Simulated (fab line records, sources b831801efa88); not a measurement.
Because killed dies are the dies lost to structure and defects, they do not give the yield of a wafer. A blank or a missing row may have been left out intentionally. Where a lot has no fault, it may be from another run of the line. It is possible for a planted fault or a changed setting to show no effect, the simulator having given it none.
Which tool was responsible? | flow sfq line | 14 lots, 40 wafers sampled, at 4 steps of a route of 325

== WHAT EACH GAUGE READ, for each wafer ==
SFQ_I6_BOW_MEAS_941. Usual: I6_BOW 6 um, standard deviation 11.
lot  | measured     | on            | I6_BOW (um) | flag
L798 | day 71 04:13 | film metro-01 | 1 2 2       |
L799 | day 75 17:02 | film metro-01 | 6 14 6      |
L800 | day 75 23:01 | film metro-03 | -3 -7 -13   |
L803 | day 76 10:31 | film metro-01 | 18 15 19    |
L807 | day 77 00:03 | film metro-01 | -1 -3       |
L808 | day 77 03:01 | film metro-03 | -12 0 -9    |
L809 | day 77 06:01 | film metro-01 | 6 13        |
L813 | day 77 21:18 | film metro-04 | 9 16 28     |
L816 | day 79 21:46 | film metro-03 | 7 2 6       |
L817 | day 80 00:41 | film metro-01 | 14 27 7     |
L818 | day 81 06:20 | film metro-04 | -1 6 0      |
L819 | day 81 17:43 | film metro-04 | -8 12 9     |
L820 | day 81 23:44 | film metro-04 | 1 10 5      |
L821 | day 82 09:20 | film metro-04 | -13 -3 -3   |

== TOOL THAT RAN EACH LOT (tool first, then ch and the chambers of the sampled wafers, then the start) ==
lot  | SFQ_TRILAYER_R5_ETCH_METAL_ETCH_139 | SFQ_TRILAYER_M6_ETCH_METAL_ETCH_162 | SFQ_TRILAYER_I6_CMP_CMP_166
L798 | rie metal-04 ch 0,1, day 60 20:57   | rie metal-02 ch 0,1, day 71 00:12   | cmp-01 ch 0,3, day 71 01:42
L799 | rie metal-03 ch 0,1, day 60 23:52   | rie metal-01 ch 0,1, day 75 13:02   | cmp-02 ch 0,1,3, day 75 15:31
L800 | rie metal-02 ch 0,1, day 61 01:04   | rie metal-02 ch 0,1, day 75 17:50   | cmp-02 ch 0,2,3, day 75 20:01
L803 | rie metal-04 ch 0,1, day 66 11:02   | rie metal-02 ch 0,1, day 76 02:17   | cmp-01 ch 0,1, day 76 07:27
L807 | rie metal-03 ch 0, day 66 21:50     | rie metal-02 ch 0,1, day 76 13:05   | cmp-01 ch 3, day 76 21:01
L808 | rie metal-02 ch 1, day 67 00:13     | rie metal-03 ch 0,1, day 76 14:14   | cmp-01 ch 1,2,3, day 77 00:01
L809 | rie metal-04 ch 1, day 67 01:25     | rie metal-01 ch 1, day 76 15:26     | cmp-01 ch 0,2, day 77 03:31
L813 | rie metal-02 ch 0,1, day 67 11:01   | rie metal-01 ch 0,1, day 77 02:14   | cmp-02 ch 0,1, day 77 18:48
L816 | rie metal-04 ch 0,1, day 70 06:28   | rie metal-03 ch 0,1, day 79 16:25   | cmp-01 ch 0,3, day 79 19:16
L817 | rie metal-02 ch 0,1, day 70 12:28   | rie metal-01 ch 0,1, day 79 20:40   | cmp-02 ch 0,3, day 79 21:40
L818 | rie metal-03 ch 0,1, day 72 11:08   | rie metal-01 ch 0,1, day 81 00:16   | cmp-02 ch 1,2, day 81 03:20
L819 | rie metal-03 ch 0,1, day 73 00:20   | rie metal-03 ch 0,1, day 81 13:43   | cmp-02 ch 1,2,3, day 81 15:11
L820 | rie metal-03 ch 0,1, day 73 02:45   | rie metal-03 ch 0,1, day 81 19:46   | cmp-01 ch 0,1,2, day 81 21:41
L821 | rie metal-04 ch 0,1, day 73 08:44   | rie metal-03 ch 0,1, day 82 05:19   | cmp-02 ch 0,2, day 82 06:19
- SFQ_TRILAYER_R5_ETCH_METAL_ETCH_139: etches the open film in Cl2, stops on SiO2, target depth 60 nm, time 40 s.
- SFQ_TRILAYER_M6_ETCH_METAL_ETCH_162: etches Nb in Cl2/Ar, stops on SiO2, target depth 240 nm, time 120 s.
- SFQ_TRILAYER_I6_CMP_CMP_166: polishes SiO2.

== WHAT THE TOOLS THEMSELVES READ (means of the sampled wafers that have a number; where no wafer has one, the mark that the record gives instead) ==
SFQ_TRILAYER_R5_ETCH_METAL_ETCH_139. Usual: drypump motor current A 5.89 A, standard deviation 0.27; oes product au 0.990 a.u., standard deviation 0.0058.
lot  | tool         | drypump motor current A (A) | oes product au (a.u.) | flag
L798 | rie metal-04 | 6.04                        | 0.995                 |
L799 | rie metal-03 | 5.80                        | 0.993                 |
L800 | rie metal-02 | 6.02                        | 0.996                 |
L803 | rie metal-04 | 6.04                        | 0.990                 |
L807 | rie metal-03 | 5.91                        | 0.988                 |
L808 | rie metal-02 | 6.30                        | 0.993                 |
L809 | rie metal-04 | 6.15                        | 0.994                 |
L813 | rie metal-02 | 6.03                        | 0.985                 |
L816 | rie metal-04 | 5.91                        | 0.984                 |
L817 | rie metal-02 | 5.75                        | 0.989                 |
L818 | rie metal-03 | 5.79                        | 0.991                 |
L819 | rie metal-03 | 5.83                        | 0.989                 |
L820 | rie metal-03 | 5.81                        | 0.993                 |
L821 | rie metal-04 | 5.90                        | 0.981                 |

SFQ_TRILAYER_M6_ETCH_METAL_ETCH_162. Usual: drypump motor current A 5.76 A, standard deviation 0.29; oes product au 0.894 a.u., standard deviation 0.0066.
lot  | tool         | drypump motor current A (A) | oes product au (a.u.) | flag
L798 | rie metal-02 | 6.04                        | 0.899                 |
L799 | rie metal-01 | 5.45                        | 0.882                 |
L800 | rie metal-02 | 5.74                        | 0.894                 |
L803 | rie metal-02 | 6.02                        | 0.883                 |
L807 | rie metal-02 | 5.88                        | 0.899                 |
L808 | rie metal-03 | 5.85                        | 0.891                 |
L809 | rie metal-01 | 5.44                        | 0.899                 |
L813 | rie metal-01 | 5.50                        | 0.899                 |
L816 | rie metal-03 | 5.82                        | 0.901                 |
L817 | rie metal-01 | 5.48                        | 0.891                 |
L818 | rie metal-01 | 5.51                        | 0.905                 |
L819 | rie metal-03 | 5.84                        | 0.903                 |
L820 | rie metal-03 | 5.86                        | 0.889                 |
L821 | rie metal-03 | 5.86                        | 0.898                 |

SFQ_TRILAYER_I6_CMP_CMP_166. Usual: motor current A 10.1 A, standard deviation 1; retaining ring pressure frac 0.999, standard deviation 0.0049; time to endpoint s 216 s, standard deviation 6.7.
lot  | tool   | motor current A (A) | retaining ring pressure frac | time to endpoint s (s) | flag
L798 | cmp-01 | 9.9                 | 0.997                        | 214                    |
L799 | cmp-02 | 10.5                | 0.997                        | 219                    |
L800 | cmp-02 | 10.0                | 1.002                        | 221                    |
L803 | cmp-01 | 10.0                | 1.001                        | 220                    |
L807 | cmp-01 | 10.4                | 0.999                        | 170                    | OFF
L808 | cmp-01 | 10.5                | 0.996                        | 184                    | OFF
L809 | cmp-01 | 9.7                 | 0.998                        | 116                    | OFF
L813 | cmp-02 | 10.3                | 1.005                        | 223                    |
L816 | cmp-01 | 9.8                 | 1.003                        | 214                    |
L817 | cmp-02 | 11.0                | 0.998                        | 217                    |
L818 | cmp-02 | 9.1                 | 1.001                        | 220                    |
L819 | cmp-02 | 9.5                 | 1.003                        | 213                    |
L820 | cmp-01 | 10.1                | 1.000                        | 222                    |
L821 | cmp-02 | 9.4                 | 0.999                        | 218                    |

== THE ANSWER, worked out from the rows above alone ==
Rule: lot off if the mean of its wafers having a number is beyond 3 standard deviations from the usual mean. A lot without any number at a reading at which 4 lots or more have one is off too. The other lots that the step has rows for count as sound. First the gauges in route order, then the tools' own readings, where a lot's mean is used as printed above. The first step at which some lot is off is used, and at that step the reading that is off furthest; a lot without a number counts as furthest.
Off: L807, L808, L809, at SFQ_TRILAYER_I6_CMP_CMP_166 (time to endpoint s).
A tool fits if, at that step or a process step before it, it ran every lot that is off, and no sound lot after the first of them. None of those tried fits.

== WHAT THE SIMULATOR PUT IN ==
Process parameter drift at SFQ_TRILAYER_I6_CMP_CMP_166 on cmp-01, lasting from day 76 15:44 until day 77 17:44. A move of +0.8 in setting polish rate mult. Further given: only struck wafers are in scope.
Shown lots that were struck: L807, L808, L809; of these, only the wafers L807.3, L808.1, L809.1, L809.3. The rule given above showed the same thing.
